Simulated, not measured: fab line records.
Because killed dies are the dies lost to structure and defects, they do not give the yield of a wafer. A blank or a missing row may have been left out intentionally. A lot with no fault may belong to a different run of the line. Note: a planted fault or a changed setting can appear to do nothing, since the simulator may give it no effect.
fab line records	flow gf180mcu
[record] lots = 7	wafers = 21	last_day = 33
route steps=602 shown MVSD@74 MVPSD@78 VT_IMPLANT@91
lots that met no fault: from a run of the same line without faults
start_h: start of the lot's first displayed wafer, in hours after the record's first day	wait_h: hours since the lot's step before	" the same as in the row above	L1.1+2: a single row standing in for several wafers	- value missing, or start not given	* or withheld: withheld	< > ~ a bound
route shown NAME@n: names a module that has steps shown in the file, with the first one's number in the route	usual: mean/standard deviation of fault-free wafers	same: alike in all rows	chamber/n: place in a boat	sites: each site's reading	_std_site: how widely they spread, as a standard deviation	_edge_site: the outer-site mean with the inner-site mean subtracted	radius_mm: for every site, how far away it sits from the centre of the wafer	mask NAME#n: copy n	behind: tool/chamber where the wafer was last shaped	hold: what put the lot on hold/how long, in hours/how the hold closed	device: whichever transistor did not switch (one of n, p or np)	end of line: tests of these same wafers at the route's end	for a step that has no rows: nothing shown but its recipe	killed: dies lost to structure and defects at the first sort, not the wafer's yield	map: dies across one wafer; x = killed, . = not, _ = none there
set.NAME: the setting that was run; set.NAME@STEP: the one run at that earlier step	model.NAME: the simulator's own value behind a step, which no gauge read
a table for each step, a row for each wafer; lots at some steps of the route
services: the hour from which a tool's chamber was out of use, counted from the record's first day as start_h (under 0 if before that day), plus the number of hours and why
[[steps]]
[step GF_MVSD_IMPLANT_08]
[recipe] species = P	energy_kev = 400	dose_cm2 = 1.6e+13	tilt_deg = 0
[step GF_MVSD_IMPLANT_09]
[recipe] species = P	energy_kev = 100	dose_cm2 = 5e+12	tilt_deg = 0
[step GF_MVSD_STRIP_10]
[recipe] chemistry = O2/N2	power_w = 1400	pressure_mtorr = 1500	platen_temp_c = 250	o2_flow_sccm = 3000	n2_flow_sccm = 300	overash_fraction = 0.5
[usual] drypump_motor_current_A = 5.9/0.39	heater_power_w = 348/38	oes_product_au = 0.722/0.004	strip_time_to_endpoint_s = 36.95/0.097
lot.wafer	tool	chamber	start_h	wait_h	drypump_motor_current_A	heater_power_w	oes_product_au	rf_hours_counter_h	strip_time_to_endpoint_s
L206.1	plasma_asher-03	1	81.72	0.1	6.3	329	0.719	25	37.03
L206.3	"	0	"	"	6.4	389	0.722	-	37.04
L206.6	"	1	"	"	6.4	334	0.725	-	36.94
L207.3	plasma_asher-01	1	89.55	0.1	6.0	372	0.724	-	36.98
L207.4	"	0	"	"	5.5	373	0.720	-	37.05
L207.6	"	0	"	"	5.5	389	0.721	-	36.97
L216.1	plasma_asher-01	0	141.12	0.1	5.5	382	0.727	52	36.90
L216.2	"	1	"	"	6.0	371	0.716	52	36.97
L216.3	"	0	"	"	5.5	367	0.712	-	36.93
L217.1	plasma_asher-02	1	146.47	0.1	5.6	318	0.722	50	36.95
L217.2	"	0	"	"	5.5	275	0.718	50	37.12
L217.6	"	1	"	"	5.5	307	0.711	-	37.04
L218.2	plasma_asher-01	1	156.26	0.1	6.0	370	0.724	53	37.04
L218.3	"	1	"	"	6.0	370	0.722	-	37.16
L218.6	"	1	"	"	6.0	371	0.723	-	37.00
L224.3	plasma_asher-01	1	191.75	0.1	6.0	365	0.722	-	36.78
L224.4	"	0	"	"	5.5	371	0.718	-	36.95
L224.5	"	0	"	"	5.5	382	0.724	-	36.85
L225.1	plasma_asher-03	1	195.22	0.1	6.4	320	0.724	37	36.99
L225.2	"	0	"	"	6.4	382	0.724	37	37.02
L225.3	"	0	"	"	6.4	395	0.721	-	36.99
[step GF_MVSD_TW_MEAS_11]
[usual] MVSD_TW = 1586/9.6
lot.wafer	tool	chamber	start_h	wait_h	MVSD_TW
L206.1	film_metro-03	-	81.82	0.1	1575
L206.3	"	-	"	"	1581
L206.6	"	-	"	"	1573
L207.3	film_metro-01	-	89.64	0.1	1591
L207.4	"	-	"	"	1579
L207.6	"	-	"	"	1584
L216.1	film_metro-04	-	141.22	0.1	1590
L216.2	"	-	"	"	1601
L216.3	"	-	"	"	1588
L217.1	film_metro-04	-	146.57	0.1	1577
L217.2	"	-	"	"	1578
L217.6	"	-	"	"	1577
L218.2	film_metro-03	-	156.37	0.1	1602
L218.3	"	-	"	"	1591
L218.6	"	-	"	"	1603
L224.3	film_metro-03	-	191.84	0.1	1603
L224.4	"	-	"	"	1601
L224.5	"	-	"	"	1597
L225.1	film_metro-03	-	195.32	0.1	1593
L225.2	"	-	"	"	1599
L225.3	"	-	"	"	1587
[step GF_MVPSD_DEHYDRATE_00]
[recipe] temp_c = 200	time_s = 60
[step GF_MVPSD_HMDS_01]
[recipe] prime_time_s = 60	prime_temp_c = 120
[step GF_MVPSD_COAT_02]
[recipe] spin_rpm = 2000	resist_thk_nm = 3000
[step GF_MVPSD_SOFTBAKE_03]
[recipe] temp_c = 110	time_s = withheld
[step GF_MVPSD_EXPOSE_04]
[recipe] mask_id = MVPSD	target_cd_nm = 1000	na = 0.6	source_shape = conventional	sigma_outer = 0.6	dose_mj = 260
[step GF_MVPSD_PEB_05]
[recipe] temp_c = 115	time_s = withheld
[step GF_MVPSD_DEVELOP_06]
[recipe] wall_angle_deg = 90	develop_time_s = 60	dev_temp_c = 23
[step GF_MVPSD_OVL_MEAS_07]
[usual] MVPSD_OVL = 0.9/1.1
lot.wafer	tool	chamber	start_h	wait_h	MVPSD_OVL[nm]
L206.1	overlay-02	-	95.22	-	3.1
L206.3	"	-	"	"	0.8
L206.6	"	-	"	"	3.1
L207.3	overlay-01	-	104.08	-	1.1
L207.4	"	-	"	"	1.8
L207.6	"	-	"	"	0.8
L216.1	overlay-02	-	157.23	-	0.4
L216.2	"	-	"	"	0.7
L216.3	"	-	"	"	0.4
L217.1	overlay-01	-	162.93	-	0.2
L217.2	"	-	"	"	1.0
L217.6	"	-	"	"	0.8
L218.2	overlay-01	-	172.89	-	1.9
L218.3	"	-	"	"	-1.3
L218.6	"	-	"	"	0.9
L224.3	overlay-02	-	209.23	-	2.5
L224.4	"	-	"	"	1.9
L224.5	"	-	"	"	2.7
L225.1	overlay-02	-	212.88	-	1.4
L225.2	"	-	"	"	1.9
L225.3	"	-	"	"	1.8
[step GF_MVPSD_IMPLANT_08]
[recipe] species = B	energy_kev = 170	dose_cm2 = 1.5e+13	tilt_deg = 0
[usual] beam_energy_keV = 170.00/0.047	beam_on_s = 10.02/0.21	dose_ions_cm2 = 1.5002e+13/1.9e+10	faraday_current_uA = 84.4/1.7
lot.wafer	tool	chamber	start_h	wait_h	beam_energy_keV	beam_on_s	dose_ions_cm2	faraday_current_uA
L206.1	implanter-04	0	95.26	0.0	170.03	9.81	1.5e+13	86.0
L206.3	"	0	"	"	170.01	10.14	1.5018e+13	83.6
L206.6	"	0	"	"	169.98	9.76	1.5008e+13	86.4
L207.3	implanter-02	0	104.16	0.1	170.03	10.03	1.5006e+13	83.9
L207.4	"	0	"	"	169.91	9.85	1.4992e+13	86.6
L207.6	"	0	"	"	169.98	9.69	1.4988e+13	87.2
L216.1	implanter-02	0	157.27	0.0	170.02	10.07	2.0209e+13	113.2
L216.2	"	0	"	"	170.09	10.19	2.0231e+13	111.4
L216.3	"	0	"	"	170.02	10.07	2.0216e+13	112.4
L217.1	implanter-02	0	162.97	0.0	170.02	9.85	2.0207e+13	116.1
L217.2	"	0	"	"	169.96	10.30	2.0249e+13	110.8
L217.6	"	0	"	"	169.97	10.21	2.0213e+13	111.7
L218.2	implanter-02	0	172.94	0.0	170.02	9.95	2.0219e+13	114.1
L218.3	"	0	"	"	169.95	9.82	2.022e+13	116.2
L218.6	"	0	"	"	169.89	9.80	2.022e+13	116.1
L224.3	implanter-03	0	209.31	0.1	170.00	9.93	1.5014e+13	85.0
L224.4	"	0	"	"	170.04	9.76	1.5021e+13	86.1
L224.5	"	0	"	"	170.03	10.16	1.5002e+13	83.1
L225.1	implanter-04	0	212.92	0.0	169.93	10.52	1.5035e+13	80.2
L225.2	"	0	"	"	169.99	10.08	1.5021e+13	84.5
L225.3	"	0	"	"	169.99	9.96	1.5033e+13	85.1
[step GF_MVPSD_IMPLANT_09]
[recipe] species = B	energy_kev = 40	dose_cm2 = 5e+12	tilt_deg = 0
[step GF_MVPSD_STRIP_10]
[recipe] chemistry = O2/N2	power_w = 1400	pressure_mtorr = 1500	platen_temp_c = 250	o2_flow_sccm = 3000	n2_flow_sccm = 300	overash_fraction = 0.5
[usual] drypump_motor_current_A = 5.5/0.31	heater_power_w = 325/38	oes_product_au = 0.723/0.0047	strip_time_to_endpoint_s = 36.98/0.11
lot.wafer	tool	chamber	start_h	wait_h	drypump_motor_current_A	heater_power_w	oes_product_au	rf_hours_counter_h	strip_time_to_endpoint_s
L206.1	plasma_asher-01	0	95.56	0.1	5.5	374	0.727	46	36.92
L206.3	"	0	"	"	5.5	377	0.727	-	37.14
L206.6	"	1	"	"	6.0	372	0.724	-	37.04
L207.3	plasma_asher-02	1	104.44	0.1	5.6	295	0.731	-	36.87
L207.4	"	0	"	"	5.5	276	0.726	-	36.93
L207.6	"	0	"	"	5.5	276	0.731	-	36.89
L216.1	plasma_asher-02	1	157.57	0.1	5.6	307	0.726	52	37.13
L216.2	"	0	"	"	5.5	278	0.723	52	37.00
L216.3	"	1	"	"	5.5	301	0.713	-	36.98
L217.1	plasma_asher-01	1	163.27	0.1	6.0	371	0.724	54	36.87
L217.2	"	0	"	"	5.5	386	0.719	54	36.99
L217.6	"	1	"	"	6.0	368	0.719	-	36.94
L218.2	plasma_asher-02	1	173.22	0.1	5.5	309	0.731	53	37.15
L218.3	"	1	"	"	5.5	311	0.723	-	37.13
L218.6	"	0	"	"	5.5	285	0.732	-	36.96
L224.3	plasma_asher-02	1	209.59	0.1	5.5	312	0.717	-	36.98
L224.4	"	0	"	"	5.5	276	0.729	-	36.81
L224.5	"	1	"	"	5.5	304	0.725	-	36.74
L225.1	plasma_asher-04	1	213.22	0.1	4.9	326	0.721	9	36.92
L225.2	"	0	"	"	5.4	287	0.725	9	36.94
L225.3	"	0	"	"	5.4	286	0.722	-	36.89
[step GF_MVPSD_TW_MEAS_11]
[usual] MVPSD_TW = 554/3
lot.wafer	tool	chamber	start_h	wait_h	hold	MVPSD_TW
L206.1	film_metro-03	-	95.66	0.1	-	555
L206.3	"	-	"	"	-	557
L206.6	"	-	"	"	-	556
L207.3	film_metro-04	-	104.53	0.1	-	548
L207.4	"	-	"	"	-	546
L207.6	"	-	"	"	-	548
L216.1	film_metro-01	-	157.67	0.1	await_dispo/0.2h/release	600
L216.2	"	-	"	"	await_dispo/0.2h/release	599
L216.3	"	-	"	"	await_dispo/0.2h/release	601
L216.1	film_metro-01	-	157.90	0.2	-	600
L216.2	"	-	"	"	-	602
L216.3	"	-	"	"	-	605
L217.1	film_metro-03	-	163.37	0.1	await_dispo/0.2h/release	601
L217.2	"	-	"	"	await_dispo/0.2h/release	601
L217.6	"	-	"	"	await_dispo/0.2h/release	601
L217.1	film_metro-03	-	163.60	0.2	-	602
L217.2	"	-	"	"	-	604
L217.6	"	-	"	"	-	601
L218.2	film_metro-03	-	173.33	0.1	await_dispo/0.2h/release	600
L218.3	"	-	"	"	await_dispo/0.2h/release	604
L218.6	"	-	"	"	await_dispo/0.2h/release	605
L218.2	film_metro-03	-	173.56	0.2	-	606
L218.3	"	-	"	"	-	604
L218.6	"	-	"	"	-	602
L224.3	film_metro-01	-	209.68	0.1	-	548
L224.4	"	-	"	"	-	553
L224.5	"	-	"	"	-	550
L225.1	film_metro-03	-	213.32	0.1	-	557
L225.2	"	-	"	"	-	556
L225.3	"	-	"	"	-	556
[step GF_VT_IMPLANT_HMDS_01]
[recipe] prime_time_s = 60	prime_temp_c = 120
[step GF_VT_IMPLANT_COAT_02]
[recipe] resist = NOVOLAK	spin_rpm = 3000	resist_thk_nm = 1000
[step GF_VT_IMPLANT_SOFTBAKE_03]
[recipe] temp_c = 90	time_s = 60	resist = NOVOLAK
[step GF_VT_IMPLANT_EXPOSE_04]
[recipe] mask_id = LVPWELL_LV_AREA	target_cd_nm = 600	na = 0.6	source_shape = conventional	sigma_outer = 0.6	dose_mj = 140
[step GF_VT_IMPLANT_PEB_05]
[recipe] temp_c = withheld	time_s = *	resist = NOVOLAK
[step GF_VT_IMPLANT_DEVELOP_06]
[recipe] develop_time_s = 60	dev_temp_c = 23
[step GF_VT_IMPLANT_OVL_MEAS_07]
[usual] VT_IMPLANT_OVL = 0.1/1.5
lot.wafer	tool	chamber	start_h	wait_h	VT_IMPLANT_OVL[nm]
L206.1	overlay-01	-	109.57	0.1	0.6
L206.3	"	-	"	"	0.3
L206.6	"	-	"	"	1.6
L207.3	overlay-02	-	119.40	0.1	-1.3
L207.4	"	-	"	"	-1.0
L207.6	"	-	"	"	-0.9
L216.1	overlay-01	-	174.32	0.1	-2.1
L216.2	"	-	"	"	1.1
L216.3	"	-	"	"	-1.6
L217.1	overlay-02	-	179.72	0.1	-0.6
L217.2	"	-	"	"	0.7
L217.6	"	-	"	"	1.5
L218.2	overlay-02	-	190.44	0.1	-2.6
L218.3	"	-	"	"	-2.7
L218.6	"	-	"	"	-2.3
L224.3	overlay-01	-	227.49	0.1	-0.5
L224.4	"	-	"	"	0.7
L224.5	"	-	"	"	-1.0
L225.1	overlay-02	-	230.82	0.1	-0.5
L225.2	"	-	"	"	0.9
L225.3	"	-	"	"	0.2
[step GF_VT_IMPLANT_IMPLANT_08]
[recipe] species = BF2	energy_kev = 20	dose_cm2 = 8.29e+12	tilt_deg = 7
[step GF_VT_IMPLANT_STRIP_09]
[recipe] chemistry = O2/N2	power_w = 1400	pressure_mtorr = 1500	platen_temp_c = 250	o2_flow_sccm = 3000	n2_flow_sccm = 300	overash_fraction = 0.5
[usual] drypump_motor_current_A = 5.9/0.51	heater_power_w = 353/33	oes_product_au = 0.716/0.0042	strip_time_to_endpoint_s = 12.63/0.031
lot.wafer	tool	chamber	start_h	wait_h	drypump_motor_current_A	heater_power_w	oes_product_au	rf_hours_counter_h	strip_time_to_endpoint_s
L206.1	plasma_asher-03	0	109.76	0.1	6.4	380	0.709	28	12.68
L206.3	"	0	"	"	6.4	392	0.709	-	12.67
L206.6	"	1	"	"	6.3	331	0.716	-	12.65
L207.3	plasma_asher-01	0	119.60	0.1	5.5	376	0.717	-	12.59
L207.4	"	1	"	"	6.0	371	0.709	-	12.60
L207.6	"	1	"	"	6.0	371	0.718	-	12.56
L216.1	plasma_asher-01	0	174.51	0.1	5.5	373	0.725	55	12.61
L216.2	"	1	"	"	5.9	362	0.719	55	12.60
L216.3	"	0	"	"	5.5	375	0.716	-	12.64
L217.1	plasma_asher-03	0	179.91	0.1	6.4	383	0.712	36	12.61
L217.2	"	1	"	"	6.3	327	0.723	36	12.63
L217.6	"	0	"	"	6.4	389	0.720	-	12.61
L218.2	plasma_asher-01	1	190.62	0.1	6.0	369	0.708	56	12.60
L218.3	"	0	"	"	5.5	377	0.721	-	12.60
L218.6	"	0	"	"	5.5	384	0.721	-	12.62
L224.3	plasma_asher-03	0	227.70	0.1	6.4	374	0.712	-	12.68
L224.4	"	1	"	"	6.3	327	0.715	-	12.67
L224.5	"	0	"	"	6.4	382	0.716	-	12.64
L225.1	plasma_asher-01	1	231.00	0.1	6.0	370	0.716	61	12.61
L225.2	"	0	"	"	5.5	375	0.714	61	12.62
L225.3	"	0	"	"	5.5	375	0.714	-	12.57
[step GF_VT_IMPLANT_TW_MEAS_10]
[usual] VT_IMPLANT_TW = 565/4
lot.wafer	tool	chamber	start_h	wait_h	VT_IMPLANT_TW
L206.1	film_metro-03	-	109.86	0.1	567
L206.3	"	-	"	"	571
L206.6	"	-	"	"	567
L207.3	film_metro-03	-	119.69	0.1	566
L207.4	"	-	"	"	570
L207.6	"	-	"	"	566
L216.1	film_metro-03	-	174.61	0.1	568
L216.2	"	-	"	"	569
L216.3	"	-	"	"	565
L217.1	film_metro-03	-	180.01	0.1	572
L217.2	"	-	"	"	573
L217.6	"	-	"	"	568
L218.2	film_metro-02	-	190.73	0.1	559
L218.3	"	-	"	"	557
L218.6	"	-	"	"	554
L224.3	film_metro-02	-	227.79	0.1	563
L224.4	"	-	"	"	560
L224.5	"	-	"	"	556
L225.1	film_metro-02	-	231.10	0.1	563
L225.2	"	-	"	"	562
L225.3	"	-	"	"	563
[step GF_VT_IMPLANT_DEHYDRATE_11]
[recipe] temp_c = 200	time_s = 60
[step GF_VT_IMPLANT_HMDS_12]
[recipe] prime_time_s = 60	prime_temp_c = 120
[step GF_VT_IMPLANT_COAT_13]
[recipe] resist = NOVOLAK	spin_rpm = 3000	resist_thk_nm = 1000
[step GF_VT_IMPLANT_SOFTBAKE_14]
[recipe] temp_c = 90	time_s = 60	resist = NOVOLAK
[step GF_VT_IMPLANT_EXPOSE_15]
[recipe] mask_id = Nwell_LV_AREA	target_cd_nm = 860	na = 0.6	source_shape = conventional	sigma_outer = 0.6	dose_mj = 140
[step GF_VT_IMPLANT_PEB_16]
[recipe] temp_c = withheld	time_s = *	resist = NOVOLAK
[step GF_VT_IMPLANT_DEVELOP_17]
[recipe] develop_time_s = 60	dev_temp_c = 23
[step GF_VT_IMPLANT_OVL_MEAS_18]
[usual] VT_IMPLANT_01_OVL = -0.5/1.2
lot.wafer	tool	chamber	start_h	wait_h	VT_IMPLANT_01_OVL[nm]
L206.1	overlay-01	-	125.28	0.1	-2.0
L206.3	"	-	"	"	0.4
L206.6	"	-	"	"	-0.6
L207.3	overlay-02	-	134.95	0.1	-0.5
L207.4	"	-	"	"	-0.5
L207.6	"	-	"	"	-0.1
L216.1	overlay-02	-	191.47	0.1	0.8
L216.2	"	-	"	"	0.3
L216.3	"	-	"	"	0.2
L217.1	overlay-01	-	196.08	0.1	0.3
L217.2	"	-	"	"	0.0
L217.6	"	-	"	"	1.3
L218.2	overlay-02	-	207.74	0.1	0.1
L218.3	"	-	"	"	-0.3
L218.6	"	-	"	"	-0.7
L224.3	overlay-02	-	245.14	0.1	0.0
L224.4	"	-	"	"	-0.2
L224.5	"	-	"	"	0.7
L225.1	overlay-02	-	249.28	0.1	-0.8
L225.2	"	-	"	"	-0.5
L225.3	"	-	"	"	-1.7
[step GF_VT_IMPLANT_IMPLANT_19]
[recipe] species = As	energy_kev = 100	dose_cm2 = 4.35e+12	tilt_deg = 7
[step GF_VT_IMPLANT_STRIP_20]
[recipe] chemistry = O2/N2	power_w = 1400	pressure_mtorr = 1500	platen_temp_c = 250	o2_flow_sccm = 3000	n2_flow_sccm = 300	overash_fraction = 0.5
[usual] drypump_motor_current_A = 6.0/0.53	heater_power_w = 350/34	oes_product_au = 0.716/0.0046	strip_time_to_endpoint_s = 12.63/0.031
lot.wafer	tool	chamber	start_h	wait_h	drypump_motor_current_A	heater_power_w	oes_product_au	rf_hours_counter_h	strip_time_to_endpoint_s
L206.1	plasma_asher-01	1	125.47	0.1	6.0	377	0.713	50	12.66
L206.3	"	1	"	"	6.0	362	0.718	-	12.66
L206.6	"	1	"	"	6.0	374	0.712	-	12.62
L207.3	plasma_asher-03	0	135.15	0.1	6.4	386	0.727	-	12.67
L207.4	"	1	"	"	6.4	329	0.716	-	12.66
L207.6	"	1	"	"	6.4	314	0.713	-	12.61
L216.1	plasma_asher-03	1	191.66	0.1	6.3	328	0.719	37	12.58
L216.2	"	0	"	"	6.4	392	0.716	37	12.62
L216.3	"	0	"	"	6.4	386	0.710	-	12.59
L217.1	plasma_asher-01	0	196.27	0.1	5.5	386	0.720	57	12.62
L217.2	"	1	"	"	6.0	376	0.720	57	12.66
L217.6	"	0	"	"	5.5	387	0.718	-	12.62
L218.2	plasma_asher-03	1	207.92	0.1	6.3	330	0.711	38	12.64
L218.3	"	1	"	"	6.4	328	0.710	-	12.64
L218.6	"	0	"	"	6.4	385	0.713	-	12.60
L224.3	plasma_asher-03	0	245.35	0.1	6.4	389	0.716	-	12.61
L224.4	"	1	"	"	6.4	328	0.728	-	12.61
L224.5	"	0	"	"	6.4	387	0.718	-	12.60
L225.1	plasma_asher-04	0	249.47	0.1	5.4	289	0.718	13	12.67
L225.2	"	1	"	"	4.9	315	0.714	13	12.60
L225.3	"	0	"	"	5.4	284	0.717	-	12.58
[step GF_VT_IMPLANT_TW_MEAS_21]
[usual] VT_IMPLANT_2_TW = 1215/7.4
lot.wafer	tool	chamber	start_h	wait_h	VT_IMPLANT_2_TW
L206.1	film_metro-03	-	125.57	0.1	1217
L206.3	"	-	"	"	1217
L206.6	"	-	"	"	1227
L207.3	film_metro-03	-	135.24	0.1	1217
L207.4	"	-	"	"	1219
L207.6	"	-	"	"	1216
L216.1	film_metro-04	-	191.76	0.1	1213
L216.2	"	-	"	"	1218
L216.3	"	-	"	"	1212
L217.1	film_metro-03	-	196.37	0.1	1226
L217.2	"	-	"	"	1223
L217.6	"	-	"	"	1225
L218.2	film_metro-02	-	208.03	0.1	1214
L218.3	"	-	"	"	1210
L218.6	"	-	"	"	1210
L224.3	film_metro-04	-	245.46	0.1	1217
L224.4	"	-	"	"	1222
L224.5	"	-	"	"	1215
L225.1	film_metro-03	-	249.57	0.1	1223
L225.2	"	-	"	"	1222
L225.3	"	-	"	"	1222
[step GF_VT_IMPLANT_DEHYDRATE_22]
[recipe] temp_c = 200	time_s = 60
[step GF_VT_IMPLANT_HMDS_23]
[recipe] prime_time_s = 60	prime_temp_c = 120
[step GF_VT_IMPLANT_COAT_24]
[recipe] resist = NOVOLAK	spin_rpm = 3000	resist_thk_nm = 1000
[step GF_VT_IMPLANT_SOFTBAKE_25]
[recipe] temp_c = 90	time_s = 60	resist = NOVOLAK
[step GF_VT_IMPLANT_RS_MEAS_49]
[recipe] thk_meas_gauge = four-point-probe
[usual] MVPSD_RS = 1169/3.1
lot.wafer	tool	chamber	start_h	wait_h	hold	MVPSD_RS[ohm/sq]
L206.1	film_metro-03	-	157.94	0.1	-	1165
L206.3	"	-	"	"	-	1163
L206.6	"	-	"	"	-	1164
L207.3	film_metro-03	-	168.32	0.1	-	1174
L207.4	"	-	"	"	-	1175
L207.6	"	-	"	"	-	1176
L216.1	film_metro-04	-	227.94	0.1	await_dispo/0.2h/release	1002
L216.2	"	-	"	"	await_dispo/0.2h/release	1003
L216.3	"	-	"	"	await_dispo/0.2h/release	1004
L216.1	film_metro-04	-	228.23	0.3	-	1001
L216.2	"	-	"	"	-	1005
L216.3	"	-	"	"	-	1004
L217.1	film_metro-04	-	232.94	0.1	await_dispo/0.2h/release	1006
L217.2	"	-	"	"	await_dispo/0.2h/release	1005
L217.6	"	-	"	"	await_dispo/0.2h/release	1008
L217.1	film_metro-04	-	233.23	0.3	-	1010
L217.2	"	-	"	"	-	1008
L217.6	"	-	"	"	-	1008
L218.2	film_metro-01	-	244.31	0.1	await_dispo/0.2h/release	1003
L218.3	"	-	"	"	await_dispo/0.2h/release	1004
L218.6	"	-	"	"	await_dispo/0.2h/release	1002
L218.2	film_metro-01	-	244.64	0.3	-	1002
L218.3	"	-	"	"	-	1006
L218.6	"	-	"	"	-	1005
L224.3	film_metro-01	-	284.84	0.1	-	1173
L224.4	"	-	"	"	-	1173
L224.5	"	-	"	"	-	1174
L225.1	film_metro-04	-	289.24	0.1	-	1170
L225.2	"	-	"	"	-	1170
L225.3	"	-	"	"	-	1170
[[services]]
tool	chamber	start_h	hours	kind
plasma_asher-04	-	70.71	0.7	repair
implanter-02	-	90.93	1.4	repair
plasma_asher-04	-	96.98	24.5	repair
plasma_asher-04	-	121.50	9.0	pm
plasma_asher-04	0	121.50	9.0	vent_cycle
plasma_asher-04	1	121.50	9.0	vent_cycle
plasma_asher-04	0	130.50	-	clean
plasma_asher-04	1	130.50	-	clean
implanter-03	-	140.62	2.4	repair
implanter-04	-	143.70	2.2	repair
plasma_asher-01	-	144.32	3.7	repair
plasma_asher-01	-	181.84	1.1	repair
implanter-03	-	197.46	5.4	pm
plasma_asher-02	-	220.19	0.6	repair
plasma_asher-01	-	221.29	0.4	repair
[[key]]
[first_sign] step = GF_MVPSD_IMPLANT_08	reading = dose_ions_cm2	direction = up	sigmas = 99+	usual = 1.5002e+13	struck = 2.022e+13
[effect] step = GF_MVPSD_IMPLANT_08	reading = faraday_current_uA	direction = up	sigmas = 17	usual = 84.4	struck = 113.6
[effect] step = GF_MVPSD_TW_MEAS_11	reading = visit	direction = added
[effect] step = GF_MVPSD_TW_MEAS_11	reading = MVPSD_TW	direction = up	sigmas = 15	usual = 554	struck = 601
[effect] step = GF_VT_IMPLANT_RS_MEAS_49	reading = MVPSD_RS	direction = down	sigmas = 54	usual = 1169	struck = 1004
met_at GF_MVPSD_IMPLANT_08
struck_wafers L216.1,L216.2,L216.3,L217.1,L217.2,L217.6,L218.2,L218.3,L218.6
scrapped_behind GF_VT_IMPLANT_RS_MEAS_49 L216.1,L216.2,L216.3,L217.1,L217.2,L217.6,L218.2,L218.3,L218.6
onset_between 104.16 157.27
[fault] kind = process_parameter_drift	tool = implanter-02	chamber = -	onset_h = 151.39	steps = GF_MVPSD_IMPLANT_08	channel = dose_cm2	offset = 5.2295e+12	shape = step	end_h = 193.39	acts_in = these_recipes_only	stated = 1.5e+13
